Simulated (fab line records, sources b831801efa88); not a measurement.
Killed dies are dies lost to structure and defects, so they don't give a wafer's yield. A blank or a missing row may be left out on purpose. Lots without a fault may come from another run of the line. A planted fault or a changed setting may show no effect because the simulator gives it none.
Chamber matching | flow sky130 | SKY_LI_CONTACT_CMP_02 on cmp-02: 4 sister chambers
The step polishes PSG. 4 wafers are shown with their chamber, then 7 later ones without.

WAFERS WITH THEIR CHAMBER
wafer  | chamber | motor_current_A (A)
L647.3 | 1       | 11.8
L653.6 | 3       | 10.2
L655.1 | 0       | 12.6
L655.3 | 2       | 13.5

WAFERS WITHOUT THEIR CHAMBER
wafer  | motor_current_A (A)
L655.5 | 11.8
L657.1 | 13.7
L657.2 | 11.8
L657.6 | 11.3
L668.2 | 10.6
L668.3 | 11.6
L668.5 | 13.8

WHICH CHAMBER EACH WENT THROUGH
wafer  | from the rows above | in truth
L655.5 | 1                   | 1
L657.1 | 2                   | 2
L657.2 | 1                   | 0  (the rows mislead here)
L657.6 | 1                   | 1
L668.2 | 3                   | 3
L668.3 | 1                   | 1
L668.5 | 2                   | 2
Placed correctly: 6 of 7. Can't be placed from these rows: 0. Placed wrongly: 1.
How it was worked out, from the rows above alone: a wafer's distance from a chamber is the root of the sum, over the readings, of the square of ((its reading less the chamber's mean) divided by the reading's scatter). The wafer belongs to the nearest chamber; if the next one is less than 2 further off, it can't be placed. A chamber's mean is the mean of its shown wafers. The scatter: with one shown wafer a chamber, the root of the mean of the squares of how far each hidden wafer lies from its nearest shown one.
